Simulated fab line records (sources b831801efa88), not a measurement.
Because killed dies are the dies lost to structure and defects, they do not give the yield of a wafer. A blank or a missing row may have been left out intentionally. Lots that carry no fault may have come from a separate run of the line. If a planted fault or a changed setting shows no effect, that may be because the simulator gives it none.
A lot that was struck, set against a sound lot -- flow sky130 -- 14 steps out of a route of 708
Sound: the wafers L213.1, L213.3, L213.4. Wafers L200.1, L200.2, L200.4 were the ones struck. The cause is given at the end.
For every step that has rows: the tool of each side, followed by ch and its chambers, followed by its first start. Under that, the readings that differ: sound wafers -- struck wafers -- difference of the means -- sigmas: that difference in standard deviations of wafers without a fault.
alike: same words and numbers on both sides, and readings whose means sit less than 2 such deviations apart. not compared: any withheld reading, any reading some wafer has no value for, any bound like >300 that may hide the same value, and any number with overlapping values for which the record gives no deviation.
A row with sigmas, a row that says differs or no value, or rows on one side alone: a step with any of these is where the two part. Non-overlapping numbers with no deviation appear without sigmas and do not part them. Lack of a reading on every wafer of one side parts them only where that side has two or more wafers.

first, 2 steps without rows for these wafers: SKY_LDD_HVP_PEB_05; SKY_LDD_HVP_DEVELOP_06 (develop time 60 s).
SKY_LDD_HVP_OVL_MEAS_07:
  sound on overlay-01, day 28 18:34; struck on overlay-02, day 24 06:19
reading,sound,struck,difference,sigmas
LDD_HVP_OVL (nm),2.1 2.3 3.2,-2.5 0.3 -3.5,-4.4,-3
then, 1 step without rows for these wafers: SKY_LDD_HVP_IMPLANT_08.
SKY_LDD_HVP_STRIP_09: strips in O2/N2.
  sound on plasma_asher-02 ch 0,1, day 28 18:46; struck on plasma_asher-02 ch 0,1, day 24 06:31
  alike: drypump_motor_current_A, oes_product_au, strip_time_to_endpoint_s
  not compared: rf_hours_counter_h
SKY_LDD_HVP_TW_MEAS_10:
  sound on film_metro-01, day 28 18:52; struck on film_metro-04, day 24 06:37
  alike: LDD_HVP_TW
then, 6 steps without rows for these wafers: SKY_LDD_LDN_DEHYDRATE_00 (time 60 s); SKY_LDD_LDN_HMDS_01 (prime time 60 s); SKY_LDD_LDN_COAT_02 (resist thk 1140 nm); SKY_LDD_LDN_SOFTBAKE_03 (time 60 s); SKY_LDD_LDN_EXPOSE_04 (exposes mask LDNTM, target cd 700 nm); SKY_LDD_LDN_PEB_05.
SKY_LDD_LDN_DEVELOP_06: develop time 60 s.
  sound on litho_track-04 ch 0, day 29 22:59; struck on litho_track-04, day 25 11:47
  no value came back on the struck wafers for chill_plate_temp_C (C), develop_time_s (s); on the sound wafers chill_plate_temp_C (C) reads 23.08 23.19 23.08
SKY_LDD_LDN_OVL_MEAS_07:
  sound on overlay-02, day 29 23:08; struck on overlay-01, day 25 11:56
reading,sound,struck,difference,sigmas
LDD_LDN_OVL (nm),-1.1 0.1 -1.0,- - -,no value on the struck wafers,

## WHERE THEY PART
Last at SKY_LDD_LDN_OVL_MEAS_07 as far as this record goes, first at SKY_LDD_HVP_OVL_MEAS_07.

WHY: the cause the simulator had injected
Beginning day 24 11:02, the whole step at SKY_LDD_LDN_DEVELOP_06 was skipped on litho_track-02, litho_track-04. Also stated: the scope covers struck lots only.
